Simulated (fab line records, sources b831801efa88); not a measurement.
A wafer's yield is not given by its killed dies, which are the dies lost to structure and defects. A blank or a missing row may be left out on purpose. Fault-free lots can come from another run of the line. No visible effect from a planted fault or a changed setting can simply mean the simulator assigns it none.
2 desks, one fault    flow sky130    each desk has only its own numbers; what lay behind them comes last

THE TOOL OWNER'S DESK: pvd_sputter-02
The tool's own readings at SKY_METAL4_SPUTTER_04 (material TiN, target thk 70 nm, time 58.3 s): means of the sampled wafers that have a number, for each lot that ran on this tool. If a lot's mean is further than 4 standard deviations from the usual mean, the lot is out of limits and carries the mark OUT (the distance appears in the brackets).
Columns: A = throttle_valve_pct at SKY_METAL4_SPUTTER_04, usual 30.3 %
lot   first seen here  A
L296  day 40 03:23     30.5
L298  day 40 10:05     29.7
L299  day 41 07:30     30.3
L300  day 41 13:45     29.8
L303  day 42 11:24     29.6
L307  day 43 07:10     28.9
L317  day 45 19:14     30.5
Finding of this desk: none of the 7 lots has anything out of limits.

THE METROLOGY DESK
What the gauges read for every lot (on any tool): the sampled wafers with a number, averaged. If a lot's mean is further than 4 standard deviations from the usual mean, the lot is out of limits and carries the mark OUT (the distance appears in the brackets).
Columns: A = cd_nm at SKY_VIA3_CD_MEAS_12, usual 199.8 nm
lot   first seen here  A
L295  day 39 18:06     200.2
L296  day 40 01:50     197.1
L298  day 40 08:28     202.1
L299  day 41 05:53     199.5
L300  day 41 12:09     202.3
L301  day 41 17:25     200.0
L302  day 42 02:02     199.7
L303  day 42 09:49     197.8
L307  day 43 05:25     200.6
L311  day 44 09:56     200.6
L317  day 45 17:38     200.0
Finding of this desk: none of the 11 lots has anything out of limits.

ALL TOGETHER
The desk of the tool owner found nothing out of limits.
The metrology desk saw nothing out of limits.

WHAT WAS PUT IN BY THE SIMULATOR
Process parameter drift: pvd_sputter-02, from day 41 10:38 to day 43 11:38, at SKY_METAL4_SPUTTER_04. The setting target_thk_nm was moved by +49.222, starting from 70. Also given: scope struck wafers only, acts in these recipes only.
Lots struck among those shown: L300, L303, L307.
